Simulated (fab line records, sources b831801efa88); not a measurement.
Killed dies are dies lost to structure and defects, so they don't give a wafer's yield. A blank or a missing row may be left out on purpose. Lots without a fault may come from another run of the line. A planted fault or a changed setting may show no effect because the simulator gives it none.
Which tool did it? | flow sky130 | 12 lots, 36 wafers sampled, at 2 steps of a route of 708

WHAT THE GAUGES READ, wafer by wafer
SKY_LDD_HVN_TW_MEAS_10.
lot  | measured     | on            | LDD_HVN_TW
L075 | day 20 07:57 | film_metro-02 | 1434 1444 1429
L077 | day 22 04:29 | film_metro-03 | 1423 1422 1428
L079 | day 22 14:14 | film_metro-03 | 1420 1435 1429
L081 | day 23 15:10 | film_metro-03 | 1428 1441 1435
L083 | day 24 12:37 | film_metro-03 | 1424 1412 1419
L085 | day 25 00:47 | film_metro-03 | 1428 1423 1426
L087 | day 27 05:04 | film_metro-04 | 1428 1436 1446
L089 | day 27 05:52 | film_metro-02 | 1441 1439 1437
L091 | day 27 08:40 | film_metro-04 | 1436 1441 1442
L093 | day 27 15:55 | film_metro-02 | 1443 1443 1448
L096 | day 29 06:17 | film_metro-04 | 1434 1443 1431
L097 | day 29 11:11 | film_metro-04 | 1441 1438 1446

WHICH TOOL RAN EACH LOT (tool, then ch and the chambers of the sampled wafers, then the start)
lot  | SKY_VT_ADJUST_PCH_STRIP_09
L075 | plasma_asher-04 ch 0,1, day 10 08:52
L077 | plasma_asher-01 ch 1, day 11 07:43
L079 | plasma_asher-04 ch 0,1, day 12 04:40
L081 | plasma_asher-04 ch 0,1, day 12 23:41
L083 | plasma_asher-01 ch 0,1, day 13 16:41
L085 | plasma_asher-01 ch 0,1, day 14 04:12
L087 | plasma_asher-04 ch 0,1, day 14 21:12
L089 | plasma_asher-01 ch 0,1, day 15 11:50
L091 | plasma_asher-04 ch 0,1, day 16 09:17
L093 | plasma_asher-01 ch 0, day 16 22:36
L096 | plasma_asher-04 ch 0,1, day 18 07:01
L097 | plasma_asher-03 ch 1, day 18 18:12
- SKY_VT_ADJUST_PCH_STRIP_09: strips in O2/N2.

THE ANSWER, worked out from the rows above alone
Rule: what is usual is taken from the lots themselves. Put in order of their means at a reading, lots are off if they are a third of the lots or fewer, leave a main group of 4 or more, and stand apart from it by a gap of 3 or more times the standard deviation of the main group's means; of several such gaps the widest counts. A main group whose means are all the same, to the digits that the tables above print for the reading, isn't used. A lot without any number at a reading at which 4 lots or more have one is off too. The other lots that the step has rows for count as sound.
No lot is off at any reading shown: from this, nothing can be told.

WHAT THE SIMULATOR HAD PUT IN
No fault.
